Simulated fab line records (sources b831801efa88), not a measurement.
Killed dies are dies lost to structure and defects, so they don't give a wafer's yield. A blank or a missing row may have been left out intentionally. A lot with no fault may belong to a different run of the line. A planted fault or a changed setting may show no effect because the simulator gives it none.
fab line records / flow sky130
[record] lots = 5 wafers = 14 last-day = 51
route steps=708 shown VIA4@645 METAL5@661 PAD_OPEN@708
lots that met no fault: taken from a fault-free run of the same line
start-h: the number of hours between the record's first day and the start of the first shown wafer of the lot / wait-h: how many hours have passed since the lot's step before this one / " identical to the entry in the row above / L1.1+2: one row covering several wafers at once / - value missing, or start not given / * or withheld: withheld / < > ~ a bound
route shown NAME@n: a module of which the file shows steps, and the number in the route of the first / usual: average and standard deviation across the fault-free wafers / same: alike in all rows / chamber/n: place in a boat / sites: per-site readings / _std_site: how widely they spread, as a standard deviation / _edge_site: outer sites' mean less inner sites' / radius-mm: for every site, how far away it sits from the centre of the wafer / mask NAME#n: copy n / behind: the tool/chamber that last shaped the wafer / hold: cause of the lot's hold/its duration in hours/its outcome / device: whichever transistor did not switch (one of n, p or np) / end of line: at the end of the route, the tests of the same wafers / a step with no rows: only its recipe / killed: not the wafer's yield, but the dies lost to structure and defects at the first sort / map: a wafer's dies, marking killed ones x, the rest . and places with no die _
set.NAME: the setting as run; set.NAME@STEP: as run at that earlier step / model.NAME: the simulator's own value behind a step, which no gauge read
a table for each step, a row for each wafer; lots at some steps of the route
services: when a tool's chamber went out of use (start-h, in hours from the record's first day, below 0 if earlier), for how many hours, and the reason
[[steps]]
[step SKY_VIA4_COAT_06]
[recipe] resist = NOVOLAK spin-rpm = 3000 resist-thk-nm = 1140
[step SKY_VIA4_SOFTBAKE_07]
[recipe] temp-c = 90 time-s = 60 resist = NOVOLAK
[step SKY_VIA4_EXPOSE_08]
[recipe] mask-id = VIM4 na = 0.6 source-shape = conventional sigma-outer = 0.6 polarization = unpolarized target-cd-nm = 800 dose-mj = 132
[step SKY_VIA4_PEB_09]
[recipe] temp-c = withheld time-s = * resist = NOVOLAK
[step SKY_VIA4_DEVELOP_10]
[recipe] resist = NOVOLAK developer = TMAH develop-time-s = 60 dev-temp-c = 23
[step SKY_VIA4_OVL_MEAS_11]
[usual] VIA4_OVL = -0.2/1.1
lot.wafer=L471.1 tool=overlay-01 chamber=- start-h=1029.39 wait-h=0.1 VIA4_OVL[nm]=-1.2
lot.wafer=L471.5 tool=overlay-01 chamber=- start-h=1029.39 wait-h=0.1 VIA4_OVL[nm]=-1.3
lot.wafer=L471.6 tool=overlay-01 chamber=- start-h=1029.39 wait-h=0.1 VIA4_OVL[nm]=0.5
lot.wafer=L482.1 tool=overlay-02 chamber=- start-h=1099.39 wait-h=0.1 VIA4_OVL[nm]=0.4
lot.wafer=L482.3 tool=overlay-02 chamber=- start-h=1099.39 wait-h=0.1 VIA4_OVL[nm]=0.0
lot.wafer=L486.1 tool=overlay-01 chamber=- start-h=1121.93 wait-h=0.1 VIA4_OVL[nm]=1.1
lot.wafer=L486.2 tool=overlay-01 chamber=- start-h=1121.93 wait-h=0.1 VIA4_OVL[nm]=0.5
lot.wafer=L486.6 tool=overlay-01 chamber=- start-h=1121.93 wait-h=0.1 VIA4_OVL[nm]=1.5
lot.wafer=L487.1 tool=overlay-02 chamber=- start-h=1125.29 wait-h=0.1 VIA4_OVL[nm]=-0.8
lot.wafer=L487.5 tool=overlay-02 chamber=- start-h=1125.29 wait-h=0.1 VIA4_OVL[nm]=-0.7
lot.wafer=L487.6 tool=overlay-02 chamber=- start-h=1125.29 wait-h=0.1 VIA4_OVL[nm]=0.1
lot.wafer=L494.1 tool=overlay-02 chamber=- start-h=1158.25 wait-h=0.1 VIA4_OVL[nm]=0.0
lot.wafer=L494.2 tool=overlay-02 chamber=- start-h=1158.25 wait-h=0.1 VIA4_OVL[nm]=1.9
lot.wafer=L494.5 tool=overlay-02 chamber=- start-h=1158.25 wait-h=0.1 VIA4_OVL[nm]=1.1
[step SKY_VIA4_ETCH_12]
[recipe] target = SiO2 chemistry = C4F8/O2/Ar stop-on = TiN mask-material = NOVOLAK source-w = 1500 bias-w = 1200 pressure-mtorr = 40 c4f8-flow-sccm = withheld O2_flow_sccm = 6 Ar_flow_sccm = 300 time-s = withheld target-depth-a = 5800
[usual] oes-product-au = 0.925/0.0046
lot.wafer=L471.1 tool=rie-diel-02 chamber=0 start-h=1029.43 wait-h=0.0 oes-product-au=0.928
lot.wafer=L471.5 tool=rie-diel-02 chamber=1 start-h=1029.43 wait-h=0.0 oes-product-au=0.922
lot.wafer=L471.6 tool=rie-diel-02 chamber=0 start-h=1029.43 wait-h=0.0 oes-product-au=0.924
lot.wafer=L482.1 tool=rie-diel-02 chamber=0 start-h=1099.43 wait-h=0.0 oes-product-au=0.927
lot.wafer=L482.3 tool=rie-diel-02 chamber=3 start-h=1099.43 wait-h=0.0 oes-product-au=0.926
lot.wafer=L486.1 tool=rie-diel-02 chamber=3 start-h=1121.96 wait-h=0.0 oes-product-au=0.930
lot.wafer=L486.2 tool=rie-diel-02 chamber=0 start-h=1121.96 wait-h=0.0 oes-product-au=0.929
lot.wafer=L486.6 tool=rie-diel-02 chamber=2 start-h=1121.96 wait-h=0.0 oes-product-au=0.925
lot.wafer=L487.1 tool=rie-diel-02 chamber=1 start-h=1125.33 wait-h=0.0 oes-product-au=0.934
lot.wafer=L487.5 tool=rie-diel-02 chamber=3 start-h=1125.33 wait-h=0.0 oes-product-au=0.918
lot.wafer=L487.6 tool=rie-diel-02 chamber=2 start-h=1125.33 wait-h=0.0 oes-product-au=0.923
lot.wafer=L494.1 tool=rie-diel-04 chamber=0 start-h=1158.28 wait-h=0.0 oes-product-au=0.928
lot.wafer=L494.2 tool=rie-diel-04 chamber=1 start-h=1158.28 wait-h=0.0 oes-product-au=0.932
lot.wafer=L494.5 tool=rie-diel-04 chamber=3 start-h=1158.28 wait-h=0.0 oes-product-au=0.926
[step SKY_VIA4_STRIP_13]
[recipe] chemistry = O2/N2 power-w = 1400 pressure-mtorr = 1500 platen-temp-c = withheld o2-flow-sccm = 3000 n2-flow-sccm = 300 overash-fraction = 0.5
[usual] drypump-motor-current-A = 5.6/0.52 n2-flow-sccm = 300.0/0.83 o2-flow-sccm = 2999/8.7 oes-product-au = 0.710/0.0044 strip-time-to-endpoint-s = 12.803/0.026
lot.wafer=L471.1 tool=plasma-asher-01 chamber=1 start-h=1029.50 wait-h=- drypump-motor-current-A=5.8 n2-flow-sccm=300.1 o2-flow-sccm=2995 oes-product-au=0.711 rf-hours-counter-h=92 strip-time-to-endpoint-s=12.796
lot.wafer=L471.5 tool=plasma-asher-01 chamber=0 start-h=1029.50 wait-h=- drypump-motor-current-A=5.0 n2-flow-sccm=301.0 o2-flow-sccm=2994 oes-product-au=0.710 rf-hours-counter-h=- strip-time-to-endpoint-s=12.780
lot.wafer=L471.6 tool=plasma-asher-01 chamber=1 start-h=1029.50 wait-h=- drypump-motor-current-A=5.8 n2-flow-sccm=300.2 o2-flow-sccm=2997 oes-product-au=0.709 rf-hours-counter-h=- strip-time-to-endpoint-s=12.822
lot.wafer=L482.1 tool=plasma-asher-02 chamber=1 start-h=1099.50 wait-h=- drypump-motor-current-A=5.2 n2-flow-sccm=300.4 o2-flow-sccm=2996 oes-product-au=0.717 rf-hours-counter-h=3 strip-time-to-endpoint-s=12.787
lot.wafer=L482.3 tool=plasma-asher-02 chamber=1 start-h=1099.50 wait-h=- drypump-motor-current-A=5.1 n2-flow-sccm=298.5 o2-flow-sccm=3003 oes-product-au=0.709 rf-hours-counter-h=- strip-time-to-endpoint-s=12.786
lot.wafer=L486.1 tool=plasma-asher-01 chamber=0 start-h=1122.04 wait-h=- drypump-motor-current-A=5.0 n2-flow-sccm=299.7 o2-flow-sccm=3006 oes-product-au=0.707 rf-hours-counter-h=101 strip-time-to-endpoint-s=12.828
lot.wafer=L486.2 tool=plasma-asher-01 chamber=1 start-h=1122.04 wait-h=- drypump-motor-current-A=5.8 n2-flow-sccm=298.8 o2-flow-sccm=2986 oes-product-au=0.706 rf-hours-counter-h=101 strip-time-to-endpoint-s=12.792
lot.wafer=L486.6 tool=plasma-asher-01 chamber=0 start-h=1122.04 wait-h=- drypump-motor-current-A=5.0 n2-flow-sccm=299.7 o2-flow-sccm=3001 oes-product-au=0.711 rf-hours-counter-h=- strip-time-to-endpoint-s=12.794
lot.wafer=L487.1 tool=plasma-asher-01 chamber=0 start-h=1125.40 wait-h=- drypump-motor-current-A=5.0 n2-flow-sccm=300.6 o2-flow-sccm=3016 oes-product-au=0.715 rf-hours-counter-h=102 strip-time-to-endpoint-s=12.801
lot.wafer=L487.5 tool=plasma-asher-01 chamber=0 start-h=1125.40 wait-h=- drypump-motor-current-A=5.0 n2-flow-sccm=300.6 o2-flow-sccm=2999 oes-product-au=0.715 rf-hours-counter-h=- strip-time-to-endpoint-s=12.797
lot.wafer=L487.6 tool=plasma-asher-01 chamber=1 start-h=1125.40 wait-h=- drypump-motor-current-A=5.8 n2-flow-sccm=299.3 o2-flow-sccm=2984 oes-product-au=0.709 rf-hours-counter-h=- strip-time-to-endpoint-s=12.819
lot.wafer=L494.1 tool=plasma-asher-02 chamber=1 start-h=1158.35 wait-h=- drypump-motor-current-A=5.1 n2-flow-sccm=300.2 o2-flow-sccm=2996 oes-product-au=0.705 rf-hours-counter-h=9 strip-time-to-endpoint-s=12.802
lot.wafer=L494.2 tool=plasma-asher-02 chamber=0 start-h=1158.35 wait-h=- drypump-motor-current-A=5.5 n2-flow-sccm=298.8 o2-flow-sccm=2997 oes-product-au=0.706 rf-hours-counter-h=9 strip-time-to-endpoint-s=12.803
lot.wafer=L494.5 tool=plasma-asher-02 chamber=1 start-h=1158.35 wait-h=- drypump-motor-current-A=5.1 n2-flow-sccm=299.6 o2-flow-sccm=2994 oes-product-au=0.709 rf-hours-counter-h=- strip-time-to-endpoint-s=12.773
[step SKY_VIA4_STRIP_14]
[recipe] chemistry = post-etch-residue-remover time-s = 1200 temp-c = 72.5
[step SKY_VIA4_CLEAN_15]
[recipe] chemistry = IPA time-s = 180 temp-c = 25
[step SKY_VIA4_CLEAN_16]
[recipe] chemistry = O3/DIW dry = n2-spin
[step SKY_VIA4_SPUTTER_17]
[recipe] material = TiN target-thk-nm = 20 chamber-pressure-pa = 5 power-w = 4000 time-s = 80
[usual] throttle-valve-pct = 29.5/0.96
[same] time-s = 80
lot.wafer=L471.1 tool=pvd-sputter-03 chamber=- start-h=1030.09 wait-h=0.0 throttle-valve-pct=30.0
lot.wafer=L471.5 tool=pvd-sputter-03 chamber=- start-h=1030.09 wait-h=0.0 throttle-valve-pct=30.8
lot.wafer=L471.6 tool=pvd-sputter-03 chamber=- start-h=1030.09 wait-h=0.0 throttle-valve-pct=28.1
lot.wafer=L482.1 tool=pvd-sputter-03 chamber=- start-h=1100.16 wait-h=0.0 throttle-valve-pct=28.3
lot.wafer=L482.3 tool=pvd-sputter-03 chamber=- start-h=1100.16 wait-h=0.0 throttle-valve-pct=28.9
lot.wafer=L486.1 tool=pvd-sputter-03 chamber=- start-h=1122.67 wait-h=0.0 throttle-valve-pct=30.9
lot.wafer=L486.2 tool=pvd-sputter-03 chamber=- start-h=1122.67 wait-h=0.0 throttle-valve-pct=29.9
lot.wafer=L486.6 tool=pvd-sputter-03 chamber=- start-h=1122.67 wait-h=0.0 throttle-valve-pct=30.1
lot.wafer=L487.1 tool=pvd-sputter-04 chamber=- start-h=1126.00 wait-h=0.0 throttle-valve-pct=28.4
lot.wafer=L487.5 tool=pvd-sputter-04 chamber=- start-h=1126.00 wait-h=0.0 throttle-valve-pct=28.1
lot.wafer=L487.6 tool=pvd-sputter-04 chamber=- start-h=1126.00 wait-h=0.0 throttle-valve-pct=30.7
lot.wafer=L494.1 tool=pvd-sputter-02 chamber=- start-h=1158.95 wait-h=0.0 throttle-valve-pct=29.0
lot.wafer=L494.2 tool=pvd-sputter-02 chamber=- start-h=1158.95 wait-h=0.0 throttle-valve-pct=29.5
lot.wafer=L494.5 tool=pvd-sputter-02 chamber=- start-h=1158.95 wait-h=0.0 throttle-valve-pct=30.7
[step SKY_VIA4_CVD_18]
[recipe] material = W target-thk-nm = 505 time-s = 152.14 temp-c = 400 pressure-torr = 40
[usual] heater-power-w = 856/73
lot.wafer=L471.1 tool=cvd-w-02 chamber=1 start-h=1030.16 wait-h=0.0 heater-power-w=895 model.W_of_VIA4_CVD_18.thk-nm=504
lot.wafer=L471.5 tool=cvd-w-02 chamber=0 start-h=1030.16 wait-h=0.0 heater-power-w=925 model.W_of_VIA4_CVD_18.thk-nm=504.7
lot.wafer=L471.6 tool=cvd-w-02 chamber=1 start-h=1030.16 wait-h=0.0 heater-power-w=919 model.W_of_VIA4_CVD_18.thk-nm=509.8
lot.wafer=L482.1 tool=cvd-w-01 chamber=0 start-h=1100.22 wait-h=0.0 heater-power-w=780 model.W_of_VIA4_CVD_18.thk-nm=848.6
lot.wafer=L482.3 tool=cvd-w-01 chamber=1 start-h=1100.22 wait-h=0.0 heater-power-w=759 model.W_of_VIA4_CVD_18.thk-nm=852.9
lot.wafer=L486.1 tool=cvd-w-02 chamber=1 start-h=1122.73 wait-h=0.0 heater-power-w=899 model.W_of_VIA4_CVD_18.thk-nm=497.4
lot.wafer=L486.2 tool=cvd-w-02 chamber=0 start-h=1122.73 wait-h=0.0 heater-power-w=916 model.W_of_VIA4_CVD_18.thk-nm=496.1
lot.wafer=L486.6 tool=cvd-w-02 chamber=0 start-h=1122.73 wait-h=0.0 heater-power-w=906 model.W_of_VIA4_CVD_18.thk-nm=498.6
lot.wafer=L487.1 tool=cvd-w-02 chamber=0 start-h=1126.06 wait-h=0.0 heater-power-w=918 model.W_of_VIA4_CVD_18.thk-nm=502.6
lot.wafer=L487.5 tool=cvd-w-02 chamber=1 start-h=1126.06 wait-h=0.0 heater-power-w=933 model.W_of_VIA4_CVD_18.thk-nm=501.9
lot.wafer=L487.6 tool=cvd-w-02 chamber=0 start-h=1126.06 wait-h=0.0 heater-power-w=940 model.W_of_VIA4_CVD_18.thk-nm=501.4
lot.wafer=L494.1 tool=cvd-w-01 chamber=0 start-h=1159.02 wait-h=0.0 heater-power-w=791 model.W_of_VIA4_CVD_18.thk-nm=503.2
lot.wafer=L494.2 tool=cvd-w-01 chamber=1 start-h=1159.02 wait-h=0.0 heater-power-w=731 model.W_of_VIA4_CVD_18.thk-nm=507.6
lot.wafer=L494.5 tool=cvd-w-01 chamber=0 start-h=1159.02 wait-h=0.0 heater-power-w=797 model.W_of_VIA4_CVD_18.thk-nm=508.3
[step SKY_VIA4_RS_MEAS_19]
[recipe] thk-meas-gauge = four-point-probe reads = W_of_VIA4_CVD_18+TiN_of_VIA4_SPUTTER_17
[usual] VIA4_W_RS = 0.2270/0.0021
lot.wafer=L471.1 tool=film-metro-01 chamber=- start-h=1030.31 wait-h=0.1 hold=- VIA4_W_RS[ohm/sq]=0.2273
lot.wafer=L471.5 tool=film-metro-01 chamber=- start-h=1030.31 wait-h=0.1 hold=- VIA4_W_RS[ohm/sq]=0.2267
lot.wafer=L471.6 tool=film-metro-01 chamber=- start-h=1030.31 wait-h=0.1 hold=- VIA4_W_RS[ohm/sq]=0.2245
lot.wafer=L482.1 tool=film-metro-01 chamber=- start-h=1100.37 wait-h=0.1 hold=await-dispo/0.2h/release VIA4_W_RS[ohm/sq]=0.1345
lot.wafer=L482.3 tool=film-metro-01 chamber=- start-h=1100.37 wait-h=0.1 hold=await-dispo/0.2h/release VIA4_W_RS[ohm/sq]=0.1336
lot.wafer=L482.1 tool=film-metro-01 chamber=- start-h=1100.66 wait-h=0.3 hold=- VIA4_W_RS[ohm/sq]=0.1344
lot.wafer=L482.3 tool=film-metro-01 chamber=- start-h=1100.66 wait-h=0.3 hold=- VIA4_W_RS[ohm/sq]=0.1340
lot.wafer=L486.1 tool=film-metro-03 chamber=- start-h=1122.88 wait-h=0.1 hold=- VIA4_W_RS[ohm/sq]=0.2299
lot.wafer=L486.2 tool=film-metro-03 chamber=- start-h=1122.88 wait-h=0.1 hold=- VIA4_W_RS[ohm/sq]=0.2307
lot.wafer=L486.6 tool=film-metro-03 chamber=- start-h=1122.88 wait-h=0.1 hold=- VIA4_W_RS[ohm/sq]=0.2296
lot.wafer=L487.1 tool=film-metro-04 chamber=- start-h=1126.21 wait-h=0.1 hold=- VIA4_W_RS[ohm/sq]=0.2278
lot.wafer=L487.5 tool=film-metro-04 chamber=- start-h=1126.21 wait-h=0.1 hold=- VIA4_W_RS[ohm/sq]=0.2273
lot.wafer=L487.6 tool=film-metro-04 chamber=- start-h=1126.21 wait-h=0.1 hold=- VIA4_W_RS[ohm/sq]=0.2277
lot.wafer=L494.1 tool=film-metro-01 chamber=- start-h=1159.17 wait-h=0.1 hold=- VIA4_W_RS[ohm/sq]=0.2268
lot.wafer=L494.2 tool=film-metro-01 chamber=- start-h=1159.17 wait-h=0.1 hold=- VIA4_W_RS[ohm/sq]=0.2253
lot.wafer=L494.5 tool=film-metro-01 chamber=- start-h=1159.17 wait-h=0.1 hold=- VIA4_W_RS[ohm/sq]=0.2248
[step SKY_VIA4_THK_MEAS_20]
[recipe] thk-meas-gauge = xrf reads = W_of_VIA4_CVD_18
[usual] VIA4_W_THK = 502/7.7
lot.wafer=L471.1 tool=film-metro-01 chamber=- start-h=1030.43 wait-h=0.1 hold=- VIA4_W_THK[nm]=489
lot.wafer=L471.5 tool=film-metro-01 chamber=- start-h=1030.43 wait-h=0.1 hold=- VIA4_W_THK[nm]=493
lot.wafer=L471.6 tool=film-metro-01 chamber=- start-h=1030.43 wait-h=0.1 hold=- VIA4_W_THK[nm]=495
lot.wafer=L482.1 tool=film-metro-01 chamber=- start-h=1101.96 wait-h=1.3 hold=await-dispo/0.2h/release VIA4_W_THK[nm]=838
lot.wafer=L482.3 tool=film-metro-01 chamber=- start-h=1101.96 wait-h=1.3 hold=await-dispo/0.2h/release VIA4_W_THK[nm]=831
lot.wafer=L482.1 tool=film-metro-01 chamber=- start-h=1102.23 wait-h=0.3 hold=- VIA4_W_THK[nm]=836
lot.wafer=L482.3 tool=film-metro-01 chamber=- start-h=1102.23 wait-h=0.3 hold=- VIA4_W_THK[nm]=821
lot.wafer=L486.1 tool=film-metro-03 chamber=- start-h=1123.00 wait-h=0.1 hold=- VIA4_W_THK[nm]=505
lot.wafer=L486.2 tool=film-metro-03 chamber=- start-h=1123.00 wait-h=0.1 hold=- VIA4_W_THK[nm]=499
lot.wafer=L486.6 tool=film-metro-03 chamber=- start-h=1123.00 wait-h=0.1 hold=- VIA4_W_THK[nm]=502
lot.wafer=L487.1 tool=film-metro-04 chamber=- start-h=1126.33 wait-h=0.1 hold=- VIA4_W_THK[nm]=498
lot.wafer=L487.5 tool=film-metro-04 chamber=- start-h=1126.33 wait-h=0.1 hold=- VIA4_W_THK[nm]=496
lot.wafer=L487.6 tool=film-metro-04 chamber=- start-h=1126.33 wait-h=0.1 hold=- VIA4_W_THK[nm]=498
lot.wafer=L494.1 tool=film-metro-01 chamber=- start-h=1159.29 wait-h=0.1 hold=- VIA4_W_THK[nm]=490
lot.wafer=L494.2 tool=film-metro-01 chamber=- start-h=1159.29 wait-h=0.1 hold=- VIA4_W_THK[nm]=494
lot.wafer=L494.5 tool=film-metro-01 chamber=- start-h=1159.29 wait-h=0.1 hold=- VIA4_W_THK[nm]=495
[step SKY_VIA4_CMP_21]
[recipe] stop-on = SiO2 t-overpolish-s = 25 down-force-psi = 3.5 platen-rpm = 60 target-thk-nm = 0 pad-velocity-m-s = 0.94248
[usual] motor-current-A = 10.9/0.84 platen-rpm = 59.99/0.041 time-to-endpoint-s = 120/3.5
lot.wafer=L471.1 tool=cmp-01 chamber=0 start-h=1030.49 wait-h=0.1 hold=- motor-current-A=10.3 platen-rpm=59.97 time-to-endpoint-s=122
lot.wafer=L471.5 tool=cmp-01 chamber=0 start-h=1030.49 wait-h=0.1 hold=- motor-current-A=10.6 platen-rpm=59.99 time-to-endpoint-s=119
lot.wafer=L471.6 tool=cmp-01 chamber=1 start-h=1030.49 wait-h=0.1 hold=- motor-current-A=11.0 platen-rpm=59.97 time-to-endpoint-s=119
lot.wafer=L482.3 tool=cmp-02 chamber=2 start-h=1104.74 wait-h=2.5 hold=await-dispo/2.2h/release motor-current-A=10.3 platen-rpm=59.99 time-to-endpoint-s=204
lot.wafer=L482.1 tool=cmp-02 chamber=3 start-h=1104.74 wait-h=2.5 hold=await-dispo/2.2h/release motor-current-A=9.9 platen-rpm=59.93 time-to-endpoint-s=202
lot.wafer=L486.1 tool=cmp-01 chamber=2 start-h=1123.06 wait-h=0.1 hold=- motor-current-A=10.4 platen-rpm=59.95 time-to-endpoint-s=122
lot.wafer=L486.2 tool=cmp-01 chamber=3 start-h=1123.06 wait-h=0.1 hold=- motor-current-A=11.8 platen-rpm=59.98 time-to-endpoint-s=119
lot.wafer=L486.6 tool=cmp-01 chamber=3 start-h=1123.06 wait-h=0.1 hold=- motor-current-A=11.4 platen-rpm=60.08 time-to-endpoint-s=120
lot.wafer=L487.1 tool=cmp-02 chamber=1 start-h=1126.49 wait-h=0.1 hold=- motor-current-A=10.4 platen-rpm=59.93 time-to-endpoint-s=123
lot.wafer=L487.6 tool=cmp-02 chamber=3 start-h=1126.49 wait-h=0.1 hold=- motor-current-A=9.4 platen-rpm=60.04 time-to-endpoint-s=119
lot.wafer=L487.5 tool=cmp-02 chamber=0 start-h=1126.49 wait-h=0.1 hold=- motor-current-A=11.6 platen-rpm=60.05 time-to-endpoint-s=118
lot.wafer=L494.1 tool=cmp-02 chamber=2 start-h=1159.40 wait-h=0.1 hold=- motor-current-A=9.9 platen-rpm=60.01 time-to-endpoint-s=122
lot.wafer=L494.2 tool=cmp-02 chamber=0 start-h=1159.40 wait-h=0.1 hold=- motor-current-A=12.2 platen-rpm=59.98 time-to-endpoint-s=118
lot.wafer=L494.5 tool=cmp-02 chamber=2 start-h=1159.40 wait-h=0.1 hold=- motor-current-A=9.8 platen-rpm=60.01 time-to-endpoint-s=124
[step SKY_METAL5_SPUTTER_00]
[recipe] material = Ti target-thk-nm = 15 power-w = 3000 time-s = 10 chamber-pressure-pa = 0.4
[usual] throttle-valve-pct = 30.3/1.1
[same] time-s = 10
lot.wafer=L471.1 tool=pvd-sputter-01 chamber=- start-h=1030.79 wait-h=0.2 throttle-valve-pct=31.4
lot.wafer=L471.5 tool=pvd-sputter-01 chamber=- start-h=1030.79 wait-h=0.2 throttle-valve-pct=31.4
lot.wafer=L471.6 tool=pvd-sputter-01 chamber=- start-h=1030.79 wait-h=0.2 throttle-valve-pct=31.6
lot.wafer=L482.1 tool=pvd-sputter-02 chamber=- start-h=1104.99 wait-h=0.1 throttle-valve-pct=29.8
lot.wafer=L482.3 tool=pvd-sputter-02 chamber=- start-h=1104.99 wait-h=0.1 throttle-valve-pct=29.0
lot.wafer=L486.1 tool=pvd-sputter-01 chamber=- start-h=1123.36 wait-h=0.2 throttle-valve-pct=31.9
lot.wafer=L486.2 tool=pvd-sputter-01 chamber=- start-h=1123.36 wait-h=0.2 throttle-valve-pct=31.6
lot.wafer=L486.6 tool=pvd-sputter-01 chamber=- start-h=1123.36 wait-h=0.2 throttle-valve-pct=31.0
lot.wafer=L487.1 tool=pvd-sputter-02 chamber=- start-h=1126.69 wait-h=0.1 throttle-valve-pct=28.9
lot.wafer=L487.5 tool=pvd-sputter-02 chamber=- start-h=1126.69 wait-h=0.1 throttle-valve-pct=29.0
lot.wafer=L487.6 tool=pvd-sputter-02 chamber=- start-h=1126.69 wait-h=0.1 throttle-valve-pct=30.8
lot.wafer=L494.1 tool=pvd-sputter-02 chamber=- start-h=1159.65 wait-h=0.2 throttle-valve-pct=30.8
lot.wafer=L494.2 tool=pvd-sputter-02 chamber=- start-h=1159.65 wait-h=0.2 throttle-valve-pct=29.8
lot.wafer=L494.5 tool=pvd-sputter-02 chamber=- start-h=1159.65 wait-h=0.2 throttle-valve-pct=29.7
[step SKY_PAD_OPEN_PROBE_99]
[usual] defect-limited-yield = 82.7/1.9 killed_at_M0_to_M3 = 44/7.2 killed_at_M4_up = 2.9/1.8 killed-at-contacts = 24/5.2 killed-at-front-end = 15/4 killed-at-other = 0.2/0.49 killed-dies = 85/9.1 killed-open = 47/6.8 killed-short = 38/5.7 sort_bin_3_pad_short = 0.9/0.44 sort_bin_5_function = 10.3/1.4 sort_bin_6_memory = 6.2/1.1 sort-n-pass = 407/9.1 sort-yield-pct = 82.7/1.9
[same] gross-dies = 492 killed-at-back-side = 0 sort_bin_4_leakage[%] = 0 sort_bin_8_speed[%] = 0
lot.wafer=L487.1 tool=prober-02 chamber=- start-h=1186.57 wait-h=0.1 defect-limited-yield[%]=81.7 killed_at_M0_to_M3=44 killed_at_M4_up=1 killed-at-contacts=32 killed-at-front-end=13 killed-at-other=0 killed-dies=90 killed-open=53 killed-short=37 sort_bin_3_pad_short[%]=0.4 sort_bin_5_function[%]=9.8 sort_bin_6_memory[%]=8.1 sort-n-pass=402 sort-yield-pct[%]=81.7
lot.wafer=L487.5 tool=prober-02 chamber=- start-h=1186.77 wait-h=0.2 defect-limited-yield[%]=80.7 killed_at_M0_to_M3=40 killed_at_M4_up=4 killed-at-contacts=29 killed-at-front-end=22 killed-at-other=0 killed-dies=95 killed-open=54 killed-short=41 sort_bin_3_pad_short[%]=1.6 sort_bin_5_function[%]=10.4 sort_bin_6_memory[%]=7.3 sort-n-pass=397 sort-yield-pct[%]=80.7
lot.wafer=L487.6 tool=prober-02 chamber=- start-h=1186.82 wait-h=0.2 defect-limited-yield[%]=83.3 killed_at_M0_to_M3=49 killed_at_M4_up=2 killed-at-contacts=21 killed-at-front-end=10 killed-at-other=0 killed-dies=82 killed-open=55 killed-short=27 sort_bin_3_pad_short[%]=1.0 sort_bin_5_function[%]=11.0 sort_bin_6_memory[%]=4.7 sort-n-pass=410 sort-yield-pct[%]=83.3
// killed by level:class
L487.1 CONTACT:geometric-particle:open=14 VIA1:geometric-particle:open=10 LI_CONTACT:geometric-particle:open=9 METAL2:geometric-particle:short=9 FIELD_ISO:geometric-particle:open=6 VIA2:geometric-particle:open=5 LI_CONTACT:geometric-particle:short=4 METAL3:geometric-particle:short=4
L487.5 CONTACT:geometric-particle:open=10 VIA1:geometric-particle:short=10 VIA1:geometric-particle:open=10 VIA2:geometric-particle:open=9 LI_CONTACT:geometric-particle:open=8 FIELD_ISO:geometric-particle:short=6 FIELD_ISO:geometric-particle:open=5 CONTACT:geometric-particle:short=5
L487.6 VIA3:geometric-particle:open=12 CONTACT:geometric-particle:open=10 VIA1:geometric-particle:open=8 VIA2:geometric-particle:open=7 VIA3:geometric-particle:short=5 METAL2:geometric-particle:short=4 LI_CONTACT:geometric-particle:open=4 VIA1:geometric-particle:short=4
[[services]]
tool=cvd-w-02 chamber=- start-h=1009.64 hours=6.0 kind=pm
tool=pvd-sputter-04 chamber=- start-h=1026.40 hours=2.1 kind=repair
tool=cmp-02 chamber=- start-h=1036.19 hours=1.2 kind=repair
tool=rie-diel-04 chamber=3 start-h=1053.67 hours=3.0 kind=repair
tool=plasma-asher-02 chamber=- start-h=1055.25 hours=9.0 kind=pm
tool=plasma-asher-02 chamber=0 start-h=1055.25 hours=9.0 kind=vent-cycle
tool=cmp-01 chamber=- start-h=1061.00 hours=2.9 kind=repair
tool=cmp-01 chamber=- start-h=1062.38 hours=2.5 kind=repair
tool=rie-diel-02 chamber=- start-h=1065.08 hours=0.6 kind=repair
tool=rie-diel-04 chamber=- start-h=1071.63 hours=2.8 kind=pm
tool=pvd-sputter-03 chamber=- start-h=1072.49 hours=4.3 kind=repair
tool=cvd-w-01 chamber=- start-h=1079.09 hours=6.0 kind=pm
tool=plasma-asher-02 chamber=- start-h=1080.83 hours=0.9 kind=repair
tool=cmp-02 chamber=- start-h=1085.88 hours=0.2 kind=repair
tool=cmp-01 chamber=- start-h=1089.50 hours=4.0 kind=pm
tool=cmp-01 chamber=- start-h=1093.50 hours=- kind=consumable-replace:conditioner
tool=cmp-01 chamber=- start-h=1093.50 hours=- kind=consumable-replace:pad
tool=cmp-01 chamber=- start-h=1107.98 hours=2.6 kind=repair
tool=cvd-w-01 chamber=- start-h=1111.09 hours=3.8 kind=pm
tool=pvd-sputter-03 chamber=- start-h=1117.44 hours=4.0 kind=repair
tool=plasma-asher-01 chamber=- start-h=1122.75 hours=2.4 kind=repair
tool=rie-diel-04 chamber=1 start-h=1130.31 hours=5.7 kind=repair
tool=pvd-sputter-04 chamber=- start-h=1130.77 hours=2.8 kind=repair
tool=pvd-sputter-03 chamber=- start-h=1150.51 hours=2.6 kind=repair
[[key]]
[first-sign] step = SKY_VIA4_RS_MEAS_19 reading = visit direction = added
[effect] step = SKY_VIA4_RS_MEAS_19 reading = VIA4_W_RS direction = down sigmas = 44 usual = 0.2270 struck = 0.1341
[effect] step = SKY_VIA4_THK_MEAS_20 reading = visit direction = added
[effect] step = SKY_VIA4_THK_MEAS_20 reading = VIA4_W_THK direction = up sigmas = 43 usual = 502 struck = 835
[effect] step = SKY_VIA4_CMP_21 reading = time-to-endpoint-s direction = up sigmas = 24 usual = * struck = *
[model-effect] step = SKY_VIA4_CVD_18 value = W_of_VIA4_CVD_18.thk-nm without = 503.5 struck = 850.8
met-at SKY_VIA4_CVD_18
struck-wafers L482.1,L482.3
[fault] kind = process-parameter-drift tool = cvd-w-01 chamber = - onset-h = 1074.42 steps = SKY_VIA4_CVD_18 channel = target-thk-nm offset = 347.26 shape = step end-h = 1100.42 scope = struck-wafers-only acts-in = these-recipes-only stated = 505
